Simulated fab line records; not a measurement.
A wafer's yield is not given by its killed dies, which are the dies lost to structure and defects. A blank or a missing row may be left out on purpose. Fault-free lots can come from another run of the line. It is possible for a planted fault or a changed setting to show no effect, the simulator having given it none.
One fault seen from 2 desks    flow gf180mcu    each desk has only its own numbers; what lay behind them comes last

== AT THE METROLOGY DESK ==
Means of the sampled wafers that have a number, per lot and without regard to the tool the lot ran on: this is what the gauges read. Marked OUT: a lot whose mean sits more than 4 standard deviations from the usual mean, which makes it out of limits; the brackets give that distance.
Columns: A = V5_OVL at GF_V5_OVL_MEAS_15, usual -5 nm
lot   first seen here  A
L526  day 27 07:45     -8
L527  day 27 19:42     -3
L530  day 28 06:41     -5
L529  day 28 12:44     -3
L536  day 30 11:58     -8
L540  day 31 20:43     3
L542  day 32 06:29     3
L544  day 32 10:39     -10
L545  day 32 17:11     -17
L547  day 33 02:38     -8
L549  day 33 09:21     -4
Finding of this desk: none of the 11 lots has anything out of limits.

== TOOL OWNER'S DESK, pvdSputter-04 ==
At GF_MIM_SPUTTER_07 (material TiN, target thk 60 nm, time 50 s) the tool's own readings: per lot run on this tool, the mean of the sampled wafers that have a number. Marked OUT: a lot whose mean sits more than 4 standard deviations from the usual mean, which makes it out of limits; the brackets give that distance.
Columns: A = throttleValvePct at GF_MIM_SPUTTER_07, usual 29.6 %
lot   first seen here  A
L526  day 24 16:40     29.1
L527  day 25 03:46     28.5
L530  day 25 17:53     29.1
L536  day 28 01:10     29.9
L540  day 29 13:20     28.6
Finding of this desk: none of the 5 lots has anything out of limits.

== PUT TOGETHER ==
From the metrology desk's view, nothing was out of limits.
Nothing out of limits was seen by the tool owner's desk.

== WHAT HAD BEEN PUT IN BY THE SIMULATOR ==
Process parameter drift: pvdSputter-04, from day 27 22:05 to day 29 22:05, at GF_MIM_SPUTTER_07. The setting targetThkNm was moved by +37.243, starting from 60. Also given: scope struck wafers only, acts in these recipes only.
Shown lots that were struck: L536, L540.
